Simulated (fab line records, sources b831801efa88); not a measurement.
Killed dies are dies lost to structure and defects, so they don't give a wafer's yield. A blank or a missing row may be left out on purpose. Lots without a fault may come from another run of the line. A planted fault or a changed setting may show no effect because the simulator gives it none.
Chamber matching | flow gf180mcu | GF_V4_CMP_26 on cmp-02: 4 sister chambers
The step polishes, stops on SiO2, t overpolish 15 s, target thk 0 nm. 22 wafers are shown with their chamber, then 11 later ones without.

WAFERS WITH THEIR CHAMBER
wafer  | chamber | motor_current_A (A) | time_to_endpoint_s (s) | overpolish_run_s (s)
L078.3 | 0       | 10.0                | 92                     | 15.003
L078.4 | 3       | 9.4                 | 88                     | 15.004
L078.6 | 1       | 10.5                | 88                     | 14.985
L079.2 | 1       | 10.9                | 85                     | 15.004
L079.4 | 3       | 9.1                 | 84                     | 15.010
L079.6 | 3       | 8.7                 | 84                     | 14.995
L080.2 | 0       | 9.8                 | 88                     | 15.015
L080.3 | 3       | 8.8                 | 83                     | 14.979
L080.4 | 2       | 12.6                | 79                     | 14.997
L080.1 | 1       | 10.3                | 79                     | 14.999
L080.5 | 0       | 10.2                | 85                     | 14.998
L080.6 | 1       | 11.1                | 81                     | 14.997
L086.4 | 1       | 11.3                | 84                     | 15.008
L086.5 | 1       | 10.2                | 84                     | 14.996
L086.6 | 2       | 12.5                | 83                     | 14.992
L087.1 | 2       | 12.3                | 81                     | 15.011
L087.2 | 3       | 9.0                 | 86                     | 15.005
L087.4 | 0       | 9.7                 | 86                     | 14.996
L087.3 | 1       | 11.1                | 84                     | 14.992
L087.5 | 0       | 9.6                 | 84                     | 14.969
L087.6 | 1       | 10.7                | 81                     | 15.002
L089.2 | 1       | 10.8                | 83                     | 15.005

SIGNATURES (means of the wafers above)
reading            | chamber 0 | chamber 1 | chamber 2 | chamber 3 | scatter within a chamber
motor_current_A    | 9.860     | 10.767    | 12.467    | 9.000     | 0.309
time_to_endpoint_s | 87.00     | 83.22     | 81.00     | 85.00     | 2.58
overpolish_run_s   | 14.99620  | 14.99867  | 15.00000  | 14.99860  | 0.0114
Rule: a wafer's distance from a chamber is the root of the sum, over the readings, of the square of ((its reading less the chamber's mean) divided by the reading's scatter). The wafer belongs to the nearest chamber; if the next one is less than 2 further off, it can't be placed. The scatter: the root of (the sum of the squares of (reading less its chamber's mean) over the shown wafers, divided by (wafers less chambers)).

WAFERS WITHOUT THEIR CHAMBER
wafer  | motor_current_A (A) | time_to_endpoint_s (s) | overpolish_run_s (s)
L089.4 | 9.5                 | 88                     | 15.001
L089.6 | 11.3                | 82                     | 15.001
L090.1 | 9.5                 | 86                     | 14.993
L090.4 | 9.1                 | 85                     | 15.004
L090.5 | 9.0                 | 84                     | 14.999
L091.1 | 11.8                | 82                     | 14.995
L091.2 | 8.8                 | 84                     | 14.992
L091.5 | 10.2                | 86                     | 15.013
L092.2 | 9.3                 | 86                     | 15.000
L092.4 | 10.0                | 85                     | 15.000
L092.5 | 12.2                | 82                     | 15.017

WHICH CHAMBER EACH WENT THROUGH
wafer  | from the rows above     | in truth
L089.4 | can't be placed: 0 or 3 | 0
L089.6 | can't be placed: 1 or 2 | 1
L090.1 | can't be placed: 0 or 3 | 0
L090.4 | 3                       | 3
L090.5 | 3                       | 3
L091.1 | can't be placed: 2 or 1 | 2
L091.2 | 3                       | 3
L091.5 | can't be placed: 0 or 1 | 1
L092.2 | can't be placed: 3 or 0 | 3
L092.4 | can't be placed: 0 or 1 | 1
L092.5 | 2                       | 2
Placed correctly: 4 of 11. Can't be placed from these rows: 7 (the true chamber is among the candidates in 7). Placed wrongly: 0.
